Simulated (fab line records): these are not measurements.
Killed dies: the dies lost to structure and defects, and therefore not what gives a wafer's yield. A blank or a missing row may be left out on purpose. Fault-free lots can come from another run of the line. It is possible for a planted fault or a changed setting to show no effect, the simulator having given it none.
fab line records	flow gf180mcu
record lots=24	wafers=72	lastDay=34
route steps=602 shown V3@434 M4@458 MIM@506 M5@533
lots that met no fault: taken from a fault-free run of the same line
startH: hours from the record's first day to the start of the lot's first wafer shown	waitH: hours since the lot's step before	" same as the row above	L1.1+2: several wafers, shown together as one row	- no value present, or no start provided	* or withheld: withheld	< > ~ a bound
route shown NAME@n: names a module that has steps shown in the file, with the first one's number in the route	usual: the fault-free wafers' mean and standard deviation	same: alike in all rows	chamber/n: place in a boat	sites: per-site readings	_std_site: their standard deviation	_edge_site: inner sites' mean taken away from outer sites' mean	radiusMm: for every site, how far away it sits from the centre of the wafer	mask NAME#n: copy n	behind: the tool/chamber that last shaped the wafer	hold: what put the lot on hold/how long, in hours/how the hold closed	device: names the non-switching transistor (n, p or np)	end of line: tests of these same wafers at the route's end	step lacking rows: just its recipe	killed: the dies lost at the first sort to structure and to defects; this is not the yield of the wafer	map: shows each die of a wafer: x if killed, . if not, _ if none is there
set.NAME: the setting as run; set.NAME@STEP: as run at that earlier step	model.NAME: the simulator's own value behind a step, which no gauge read
one table for each step of the route and one row for each wafer, over a sample of lots
services: the hour from which a tool's chamber was out of use, counted from the record's first day as startH (under 0 if before that day), plus the number of hours and why
## steps
# step GF_V3_BOW_MEAS_05
# recipe mode=bow
# usual V3_BOW=119/8.4
lot.wafer	tool	chamber	startH	waitH	V3_BOW[um]
L074.1	filmMetro-03	-	491.83	0.1	115
L074.2	"	-	"	"	109
L074.3	"	-	"	"	121
L075.1	filmMetro-04	-	502.28	0.1	110
L075.5	"	-	"	"	123
L075.6	"	-	"	"	122
L076.1	filmMetro-03	-	507.01	0.2	116
L076.3	"	-	"	"	125
L076.6	"	-	"	"	112
L077.2	filmMetro-03	-	521.55	0.1	126
L077.3	"	-	"	"	131
L077.4	"	-	"	"	120
L078.1	filmMetro-03	-	528.13	0.2	127
L078.4	"	-	"	"	122
L078.5	"	-	"	"	127
L079.2	filmMetro-04	-	539.10	0.2	121
L079.4	"	-	"	"	125
L079.5	"	-	"	"	117
L080.1	filmMetro-04	-	544.15	0.1	110
L080.5	"	-	"	"	107
L080.6	"	-	"	"	117
L081.2	filmMetro-01	-	552.59	0.2	119
L081.3	"	-	"	"	116
L081.4	"	-	"	"	118
L082.1	filmMetro-04	-	557.89	0.2	115
L082.3	"	-	"	"	106
L082.6	"	-	"	"	103
L083.2	filmMetro-03	-	564.80	0.3	119
L083.5	"	-	"	"	137
L083.6	"	-	"	"	122
L084.1	filmMetro-03	-	578.84	0.1	129
L084.4	"	-	"	"	120
L084.6	"	-	"	"	119
L085.1	filmMetro-03	-	592.43	0.2	132
L085.5	"	-	"	"	126
L085.6	"	-	"	"	131
L086.2	filmMetro-04	-	593.05	0.2	115
L086.4	"	-	"	"	113
L086.5	"	-	"	"	120
L087.2	filmMetro-01	-	600.48	0.2	115
L087.5	"	-	"	"	125
L087.6	"	-	"	"	119
L088.1	filmMetro-04	-	604.88	0.1	125
L088.3	"	-	"	"	120
L088.5	"	-	"	"	123
L089.1	filmMetro-03	-	610.62	0.1	121
L089.5	"	-	"	"	115
L089.6	"	-	"	"	115
L090.2	filmMetro-04	-	623.00	0.2	113
L090.4	"	-	"	"	121
L090.6	"	-	"	"	105
L091.1	filmMetro-04	-	627.98	0.2	103
L091.2	"	-	"	"	119
L091.3	"	-	"	"	98
L092.2	filmMetro-03	-	634.28	0.1	107
L092.4	"	-	"	"	113
L092.6	"	-	"	"	113
L093.2	filmMetro-03	-	642.23	0.2	125
L093.3	"	-	"	"	130
L093.6	"	-	"	"	124
L094.2	filmMetro-03	-	650.60	0.1	109
L094.4	"	-	"	"	116
L094.5	"	-	"	"	110
L095.1	filmMetro-04	-	662.32	0.1	116
L095.3	"	-	"	"	118
L095.6	"	-	"	"	128
L096.1	filmMetro-01	-	663.92	0.1	125
L096.2	"	-	"	"	113
L096.4	"	-	"	"	112
L097.1	filmMetro-04	-	669.42	0.1	103
L097.2	"	-	"	"	117
L097.6	"	-	"	"	108
# step GF_M4_SPUTTER_02
# recipe material=AlCu	targetThkNm=450	powerW=10600	timeS=23.9	chamberPressurePa=0.4
# usual throttleValvePct=30.2/1.6
lot.wafer	tool	chamber	startH	waitH	throttleValvePct
L074.1	pvdSputter-02	-	516.47	0.0	27.8
L074.2	"	-	"	"	30.4
L074.3	"	-	"	"	29.8
L075.1	pvdSputter-02	-	527.15	0.0	30.3
L075.5	"	-	"	"	29.4
L075.6	"	-	"	"	27.8
L076.1	pvdSputter-02	-	530.54	0.0	30.6
L076.3	"	-	"	"	29.5
L076.6	"	-	"	"	28.8
L077.2	pvdSputter-03	-	546.12	0.0	28.5
L077.3	"	-	"	"	33.1
L077.4	"	-	"	"	30.6
L078.1	pvdSputter-04	-	552.40	0.0	28.2
L078.4	"	-	"	"	29.1
L078.5	"	-	"	"	31.4
L079.2	pvdSputter-04	-	563.34	0.0	32.2
L079.4	"	-	"	"	28.9
L079.5	"	-	"	"	28.7
L080.1	pvdSputter-03	-	567.64	0.0	30.6
L080.5	"	-	"	"	30.7
L080.6	"	-	"	"	30.6
L081.2	pvdSputter-03	-	576.76	0.0	33.2
L081.3	"	-	"	"	30.8
L081.4	"	-	"	"	33.0
L082.1	pvdSputter-03	-	581.28	0.0	33.0
L082.3	"	-	"	"	30.8
L082.6	"	-	"	"	33.2
L083.2	pvdSputter-03	-	587.43	0.0	33.4
L083.5	"	-	"	"	33.3
L083.6	"	-	"	"	28.8
L084.1	pvdSputter-02	-	600.97	0.0	30.6
L084.4	"	-	"	"	28.8
L084.6	"	-	"	"	30.4
L085.1	pvdSputter-04	-	614.54	0.0	31.6
L085.5	"	-	"	"	31.5
L085.6	"	-	"	"	29.0
L086.2	pvdSputter-03	-	615.19	0.0	30.4
L086.4	"	-	"	"	28.8
L086.5	"	-	"	"	31.0
L087.2	pvdSputter-03	-	622.78	0.0	31.0
L087.5	"	-	"	"	30.8
L087.6	"	-	"	"	28.8
L088.1	pvdSputter-03	-	626.87	0.0	28.7
L088.3	"	-	"	"	33.2
L088.5	"	-	"	"	28.7
L089.1	pvdSputter-03	-	633.23	0.0	28.6
L089.5	"	-	"	"	30.8
L089.6	"	-	"	"	28.6
L090.2	pvdSputter-02	-	644.95	0.0	27.9
L090.4	"	-	"	"	28.7
L090.6	"	-	"	"	30.3
L091.1	pvdSputter-04	-	649.52	0.0	31.1
L091.2	"	-	"	"	28.8
L091.3	"	-	"	"	32.1
L092.2	pvdSputter-03	-	655.28	0.0	33.0
L092.4	"	-	"	"	28.6
L092.6	"	-	"	"	28.8
L093.2	pvdSputter-03	-	663.10	0.0	33.6
L093.3	"	-	"	"	28.7
L093.6	"	-	"	"	28.6
L094.2	pvdSputter-04	-	670.99	0.0	31.5
L094.4	"	-	"	"	32.0
L094.5	"	-	"	"	31.2
L095.1	pvdSputter-04	-	683.23	0.0	31.9
L095.3	"	-	"	"	29.0
L095.6	"	-	"	"	31.4
L096.1	pvdSputter-02	-	684.25	0.0	28.9
L096.2	"	-	"	"	27.9
L096.4	"	-	"	"	30.5
L097.1	pvdSputter-04	-	690.71	0.0	29.1
L097.2	"	-	"	"	31.6
L097.6	"	-	"	"	32.1
# step GF_M4_SPUTTER_03
# recipe material=Ti	targetThkNm=10	substrateTempC=300	chamberPressurePa=0.3	powerW=3000	timeS=6.7
# usual throttleValvePct=30.2/1.6
lot.wafer	tool	chamber	startH	waitH	throttleValvePct
L074.1	pvdSputter-02	-	516.50	0.0	27.8
L074.2	"	-	"	"	30.3
L074.3	"	-	"	"	29.6
L075.1	pvdSputter-02	-	527.18	0.0	30.3
L075.5	"	-	"	"	29.9
L075.6	"	-	"	"	27.9
L076.1	pvdSputter-02	-	530.57	0.0	30.5
L076.3	"	-	"	"	29.7
L076.6	"	-	"	"	29.0
L077.2	pvdSputter-03	-	546.15	0.0	28.7
L077.3	"	-	"	"	33.3
L077.4	"	-	"	"	30.7
L078.1	pvdSputter-04	-	552.43	0.0	28.2
L078.4	"	-	"	"	29.1
L078.5	"	-	"	"	31.5
L079.2	pvdSputter-04	-	563.37	0.0	32.0
L079.4	"	-	"	"	28.9
L079.5	"	-	"	"	29.1
L080.1	pvdSputter-03	-	567.67	0.0	30.9
L080.5	"	-	"	"	30.8
L080.6	"	-	"	"	30.5
L081.2	pvdSputter-03	-	576.79	0.0	33.2
L081.3	"	-	"	"	30.6
L081.4	"	-	"	"	33.0
L082.1	pvdSputter-03	-	581.31	0.0	32.9
L082.3	"	-	"	"	30.7
L082.6	"	-	"	"	33.3
L083.2	pvdSputter-03	-	587.46	0.0	33.1
L083.5	"	-	"	"	33.3
L083.6	"	-	"	"	28.7
L084.1	pvdSputter-02	-	601.00	0.0	30.4
L084.4	"	-	"	"	28.5
L084.6	"	-	"	"	30.4
L085.1	pvdSputter-04	-	614.57	0.0	31.4
L085.5	"	-	"	"	31.4
L085.6	"	-	"	"	28.8
L086.2	pvdSputter-03	-	615.22	0.0	30.5
L086.4	"	-	"	"	28.8
L086.5	"	-	"	"	30.8
L087.2	pvdSputter-03	-	622.81	0.0	30.8
L087.5	"	-	"	"	31.1
L087.6	"	-	"	"	28.6
L088.1	pvdSputter-03	-	626.90	0.0	28.6
L088.3	"	-	"	"	33.1
L088.5	"	-	"	"	28.9
L089.1	pvdSputter-03	-	633.26	0.0	28.9
L089.5	"	-	"	"	31.1
L089.6	"	-	"	"	28.8
L090.2	pvdSputter-02	-	644.98	0.0	27.8
L090.4	"	-	"	"	28.5
L090.6	"	-	"	"	30.4
L091.1	pvdSputter-04	-	649.55	0.0	31.4
L091.2	"	-	"	"	28.8
L091.3	"	-	"	"	31.8
L092.2	pvdSputter-03	-	655.31	0.0	33.4
L092.4	"	-	"	"	28.4
L092.6	"	-	"	"	28.8
L093.2	pvdSputter-03	-	663.13	0.0	33.1
L093.3	"	-	"	"	28.6
L093.6	"	-	"	"	28.6
L094.2	pvdSputter-04	-	671.02	0.0	31.5
L094.4	"	-	"	"	32.2
L094.5	"	-	"	"	31.5
L095.1	pvdSputter-04	-	683.26	0.0	32.2
L095.3	"	-	"	"	28.9
L095.6	"	-	"	"	31.6
L096.1	pvdSputter-02	-	684.28	0.0	28.7
L096.2	"	-	"	"	28.0
L096.4	"	-	"	"	30.3
L097.1	pvdSputter-04	-	690.74	0.0	29.0
L097.2	"	-	"	"	31.6
L097.6	"	-	"	"	32.3
# step GF_M4_CD_MEAS_14
# recipe targetCdNm=280
# usual cdNm=279.5/1.3
lot.wafer	tool	chamber	startH	waitH	cdNm
L074.1	cdSem-02	-	539.34	0.1	278.8
L074.2	"	-	"	"	279.2
L074.3	"	-	"	"	279.8
L075.1	cdSem-02	-	549.06	0.1	280.9
L075.5	"	-	"	"	281.6
L075.6	"	-	"	"	280.7
L076.1	cdSem-01	-	552.74	0.1	280.6
L076.3	"	-	"	"	280.0
L076.6	"	-	"	"	281.0
L077.2	cdSem-02	-	568.52	0.1	278.6
L077.3	"	-	"	"	278.8
L077.4	"	-	"	"	280.2
L078.1	cdSem-01	-	574.49	0.1	280.4
L078.4	"	-	"	"	279.4
L078.5	"	-	"	"	279.7
L079.2	cdSem-02	-	584.28	0.1	280.6
L079.4	"	-	"	"	279.1
L079.5	"	-	"	"	279.8
L080.1	cdSem-02	-	588.34	0.1	279.2
L080.5	"	-	"	"	279.2
L080.6	"	-	"	"	278.8
L081.2	cdSem-02	-	597.71	0.1	277.5
L081.3	"	-	"	"	277.4
L081.4	"	-	"	"	276.6
L082.1	cdSem-01	-	601.64	0.1	277.7
L082.3	"	-	"	"	279.6
L082.6	"	-	"	"	280.0
L083.2	cdSem-02	-	608.48	0.2	280.8
L083.5	"	-	"	"	278.8
L083.6	"	-	"	"	279.7
L084.1	cdSem-01	-	622.44	0.1	278.3
L084.4	"	-	"	"	280.1
L084.6	"	-	"	"	279.7
L085.1	cdSem-02	-	635.29	0.1	278.3
L085.5	"	-	"	"	276.2
L085.6	"	-	"	"	278.8
L086.2	cdSem-01	-	635.63	0.1	279.8
L086.4	"	-	"	"	279.1
L086.5	"	-	"	"	278.8
L087.2	cdSem-02	-	642.76	0.1	279.6
L087.5	"	-	"	"	279.4
L087.6	"	-	"	"	280.5
L088.1	cdSem-02	-	646.04	0.1	278.9
L088.3	"	-	"	"	280.4
L088.5	"	-	"	"	279.2
L089.1	cdSem-02	-	652.99	0.1	279.2
L089.5	"	-	"	"	278.8
L089.6	"	-	"	"	279.2
L090.2	cdSem-02	-	664.53	0.1	281.3
L090.4	"	-	"	"	282.0
L090.6	"	-	"	"	282.0
L091.1	cdSem-01	-	668.39	0.1	278.3
L091.2	"	-	"	"	278.3
L091.3	"	-	"	"	278.6
L092.2	cdSem-01	-	674.48	0.1	280.5
L092.4	"	-	"	"	278.8
L092.6	"	-	"	"	280.3
L093.2	cdSem-02	-	682.30	0.2	278.3
L093.3	"	-	"	"	279.5
L093.6	"	-	"	"	277.9
L094.2	cdSem-01	-	690.18	0.1	279.5
L094.4	"	-	"	"	279.7
L094.5	"	-	"	"	279.0
L095.1	cdSem-02	-	702.24	0.1	280.0
L095.3	"	-	"	"	279.4
L095.6	"	-	"	"	279.5
L096.1	cdSem-02	-	703.11	0.1	281.1
L096.2	"	-	"	"	280.5
L096.4	"	-	"	"	280.9
L097.1	cdSem-01	-	709.09	0.1	276.5
L097.2	"	-	"	"	277.4
L097.6	"	-	"	"	276.7
# step GF_MIM_SPUTTER_03
# recipe material=Ti	targetThkNm=10	substrateTempC=300	chamberPressurePa=0.3	powerW=3000	timeS=6.7
# usual throttleValvePct=30.3/1.3
lot.wafer	tool	chamber	startH	waitH	throttleValvePct
L074.1	pvdSputter-01	-	565.76	0.0	30.1
L074.2	"	-	"	"	31.0
L074.3	"	-	"	"	29.5
L075.1	pvdSputter-01	-	574.57	0.0	29.7
L075.5	"	-	"	"	29.7
L075.6	"	-	"	"	30.9
L076.1	pvdSputter-03	-	578.35	0.0	31.0
L076.3	"	-	"	"	28.9
L076.6	"	-	"	"	30.9
L077.2	pvdSputter-01	-	592.94	0.0	29.5
L077.3	"	-	"	"	31.2
L077.4	"	-	"	"	29.8
L078.1	pvdSputter-03	-	599.65	0.0	28.8
L078.4	"	-	"	"	31.0
L078.5	"	-	"	"	30.6
L079.2	pvdSputter-03	-	609.07	0.0	28.9
L079.4	"	-	"	"	30.9
L079.5	"	-	"	"	30.7
L080.1	pvdSputter-01	-	610.98	0.0	29.6
L080.5	"	-	"	"	30.0
L080.6	"	-	"	"	30.8
L081.2	pvdSputter-03	-	622.37	0.0	28.8
L081.3	"	-	"	"	30.6
L081.4	"	-	"	"	30.4
L082.1	pvdSputter-04	-	625.16	0.0	32.3
L082.3	"	-	"	"	29.0
L082.6	"	-	"	"	32.2
L083.2	pvdSputter-04	-	632.01	0.0	31.5
L083.5	"	-	"	"	31.6
L083.6	"	-	"	"	31.9
L084.1	pvdSputter-04	-	646.22	0.0	28.1
L084.4	"	-	"	"	29.0
L084.6	"	-	"	"	32.4
L085.1	pvdSputter-04	-	658.58	0.0	29.1
L085.5	"	-	"	"	31.5
L085.6	"	-	"	"	28.9
L086.2	pvdSputter-01	-	658.99	0.0	29.3
L086.4	"	-	"	"	31.0
L086.5	"	-	"	"	29.7
L087.2	pvdSputter-04	-	665.64	0.0	29.0
L087.5	"	-	"	"	31.5
L087.6	"	-	"	"	28.3
L088.1	pvdSputter-01	-	668.97	0.0	29.9
L088.3	"	-	"	"	29.5
L088.5	"	-	"	"	30.9
L089.1	pvdSputter-01	-	674.77	0.0	29.4
L089.5	"	-	"	"	29.6
L089.6	"	-	"	"	29.7
L090.2	pvdSputter-04	-	686.57	0.0	31.4
L090.4	"	-	"	"	32.1
L090.6	"	-	"	"	28.9
L091.1	pvdSputter-01	-	691.06	0.0	30.1
L091.2	"	-	"	"	31.1
L091.3	"	-	"	"	29.5
L092.2	pvdSputter-03	-	696.00	0.0	30.6
L092.4	"	-	"	"	30.6
L092.6	"	-	"	"	28.9
L093.2	pvdSputter-03	-	704.13	0.0	30.9
L093.3	"	-	"	"	28.4
L093.6	"	-	"	"	31.0
L094.2	pvdSputter-04	-	711.70	0.0	31.3
L094.4	"	-	"	"	32.2
L094.5	"	-	"	"	29.4
L095.1	pvdSputter-03	-	723.36	0.0	30.9
L095.3	"	-	"	"	33.1
L095.6	"	-	"	"	32.8
L096.1	pvdSputter-03	-	724.58	0.0	30.6
L096.2	"	-	"	"	32.9
L096.4	"	-	"	"	30.7
L097.1	pvdSputter-03	-	729.86	0.0	29.0
L097.2	"	-	"	"	32.9
L097.6	"	-	"	"	30.8
# step GF_M5_CD_MEAS_07
# recipe targetCdNm=280
# usual cdNm=279.9/1.3
lot.wafer	tool	chamber	startH	waitH	cdNm
L074.1	cdSem-01	-	608.34	0.1	281.0
L074.2	"	-	"	"	280.4
L074.3	"	-	"	"	280.1
L075.1	cdSem-02	-	616.94	0.1	279.3
L075.5	"	-	"	"	280.8
L075.6	"	-	"	"	281.4
L076.1	cdSem-01	-	619.49	0.1	278.9
L076.3	"	-	"	"	280.6
L076.6	"	-	"	"	279.8
L077.2	cdSem-01	-	635.07	0.1	279.6
L077.3	"	-	"	"	278.3
L077.4	"	-	"	"	278.7
L078.1	cdSem-01	-	640.97	0.2	281.5
L078.4	"	-	"	"	280.6
L078.5	"	-	"	"	282.4
L079.2	cdSem-01	-	650.16	0.1	279.4
L079.4	"	-	"	"	280.6
L079.5	"	-	"	"	279.2
L080.1	cdSem-01	-	651.64	0.1	282.6
L080.5	"	-	"	"	280.8
L080.6	"	-	"	"	282.2
L081.2	cdSem-02	-	662.86	0.1	281.0
L081.3	"	-	"	"	280.0
L081.4	"	-	"	"	281.4
L082.1	cdSem-01	-	665.52	0.2	279.5
L082.3	"	-	"	"	279.8
L082.6	"	-	"	"	279.9
L083.2	cdSem-01	-	669.72	0.1	279.8
L083.5	"	-	"	"	278.9
L083.6	"	-	"	"	279.6
L084.1	cdSem-02	-	685.89	0.1	279.7
L084.4	"	-	"	"	279.7
L084.6	"	-	"	"	280.1
L085.1	cdSem-02	-	697.24	0.1	279.3
L085.5	"	-	"	"	278.9
L085.6	"	-	"	"	279.7
L086.2	cdSem-02	-	698.21	0.1	280.6
L086.4	"	-	"	"	279.8
L086.5	"	-	"	"	281.3
L087.2	cdSem-01	-	703.56	0.1	277.7
L087.5	"	-	"	"	278.2
L087.6	"	-	"	"	276.6
L088.1	cdSem-02	-	707.39	0.1	278.8
L088.3	"	-	"	"	279.7
L088.5	"	-	"	"	279.6
L089.1	cdSem-02	-	713.04	0.1	280.0
L089.5	"	-	"	"	279.8
L089.6	"	-	"	"	279.4
L090.2	cdSem-01	-	723.71	0.1	278.1
L090.4	"	-	"	"	279.1
L090.6	"	-	"	"	278.5
L091.1	cdSem-02	-	727.90	0.1	280.7
L091.2	"	-	"	"	279.2
L091.3	"	-	"	"	280.0
L092.2	cdSem-02	-	732.62	0.1	278.2
L092.4	"	-	"	"	278.8
L092.6	"	-	"	"	278.6
L093.2	cdSem-02	-	739.97	0.1	283.5
L093.3	"	-	"	"	283.0
L093.6	"	-	"	"	283.3
L094.2	cdSem-02	-	747.06	0.1	282.5
L094.4	"	-	"	"	281.3
L094.5	"	-	"	"	281.3
L095.1	cdSem-01	-	758.19	0.1	280.6
L095.3	"	-	"	"	279.9
L095.6	"	-	"	"	279.5
L096.1	cdSem-01	-	759.14	0.1	279.7
L096.2	"	-	"	"	279.1
L096.4	"	-	"	"	278.9
L097.1	cdSem-01	-	763.04	0.1	280.0
L097.2	"	-	"	"	280.1
L097.6	"	-	"	"	279.7
## services
tool	chamber	startH	hours	kind
pvdSputter-02	2	509.56	-	consumableReplace:kit
pvdSputter-02	2	509.56	18.0	scheduledDown
pvdSputter-02	2	509.56	18.0	ventCycle
pvdSputter-04	1	534.01	-	consumableReplace:kit
pvdSputter-04	1	534.01	18.0	scheduledDown
pvdSputter-04	1	534.01	18.0	ventCycle
pvdSputter-03	2	570.95	-	consumableReplace:kit
pvdSputter-03	2	570.95	18.0	scheduledDown
pvdSputter-03	2	570.95	18.0	ventCycle
pvdSputter-03	-	597.82	0.7	repair
pvdSputter-01	2	634.82	-	consumableReplace:kit
pvdSputter-01	2	634.82	18.0	scheduledDown
pvdSputter-01	2	634.82	18.0	ventCycle
pvdSputter-04	0	649.61	-	consumableReplace:kit
pvdSputter-04	0	649.61	18.0	scheduledDown
pvdSputter-04	0	649.61	18.0	ventCycle
pvdSputter-03	1	690.33	-	consumableReplace:kit
pvdSputter-03	1	690.33	18.0	scheduledDown
pvdSputter-03	1	690.33	18.0	ventCycle
pvdSputter-01	-	727.12	3.4	repair
pvdSputter-04	-	729.64	0.5	repair
## key
fault none
